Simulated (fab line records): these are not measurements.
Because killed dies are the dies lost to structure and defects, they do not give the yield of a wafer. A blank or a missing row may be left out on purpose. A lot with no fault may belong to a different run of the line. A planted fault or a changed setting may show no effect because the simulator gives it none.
The same fault as seen by 2 desks -- flow gf180mcu -- what lay behind the numbers comes last; until then each desk has only its own

== THE TOOL OWNER'S DESK: litho_track-01 ==
The tool's own readings at GF_STI_PEB_10 (peb time 90 s): means of the sampled wafers that have a number, for each lot that ran on this tool. Any lot whose mean is over 4 standard deviations away from the usual mean is out of limits and marked OUT; that distance is given in the brackets.
Columns: A = heater_power_total_W at GF_STI_PEB_10, usual 85.71 W; B = plate_temp_C at GF_STI_PEB_10, usual 135.00 C
lot,first seen here,A,B
L380,day 2 00:32,85.73,135.07
L384,day 2 23:04,85.72,134.79
L387,day 3 12:32,85.70,135.18
L388,day 3 18:26,85.82,134.99
L392,day 4 15:31,86.11 (+4.9) OUT,135.00
L393,day 4 19:04,86.05 (+4.1) OUT,135.01
L394,day 5 01:49,86.14 (+5.2) OUT,134.95
This desk's verdict: out of limits on L392, L393, L394, starting with L392 at day 4 15:31 (heater_power_total_W at GF_STI_PEB_10). L380, L384, L387, L388: within limits.

== METROLOGY DESK ==
Lot by lot, what the gauges showed, no matter which tool ran the lot: averages of those sampled wafers that carry a number. Any lot whose mean is over 4 standard deviations away from the usual mean is out of limits and marked OUT; that distance is given in the brackets.
Columns: A = STI_OXIDATION_01_THK at GF_STI_THK_MEAS_22, usual 14.75 nm; B = MVSD_TW at GF_MVSD_TW_MEAS_11, usual 1574; C = MVPSD_OVL at GF_MVPSD_OVL_MEAS_07, usual 0.1 nm
lot,first seen here,A,B,C
L380,day 2 04:41,14.77,1581,0.6
L381,day 2 09:48,14.62,1571,3.0
L382,day 2 13:58,14.82,1568,-0.6
L383,day 2 20:19,14.72,1587,-1.6
L384,day 3 01:16,14.65,1586,1.7
L386,day 3 10:46,14.80,1593,-0.7
L387,day 3 14:41,14.79,1570,-0.5
L388,day 3 20:37,15.21,1570,0.4
L389,day 4 01:38,15.01,1562,0.0
L392,day 4 18:13,14.88,1571,0.6
L393,day 4 21:50,15.21,1569,-0.4
L394,day 5 04:01,15.06,1578,0.2
L400,day 6 09:38,15.00,1568,-0.8
L401,day 6 15:13,14.51,1576,2.2
L403,day 7 01:19,14.56,1577,0.1
This desk's verdict: no lot among the 15 shows anything out of limits.

== TAKEN TOGETHER ==
On L392, L393, L394, at day 4 15:31, an alarm was possible from the tool owner's desk.
From the metrology desk's view, nothing was out of limits.
The metrology desk has L392, L393, L394 on record, within its limits.
Of the lots named, all ran GF_STI_PEB_10 on litho_track-01.

== WHAT WAS PUT IN BY THE SIMULATOR ==
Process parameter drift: litho_track-01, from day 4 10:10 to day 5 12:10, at GF_STI_PEB_10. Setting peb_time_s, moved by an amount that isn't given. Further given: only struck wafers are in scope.
Struck lots among those shown: L392, L393, L394.
Delay in hours, fault start to first out-of-limits reading, by desk: the tool owner's desk at 5.
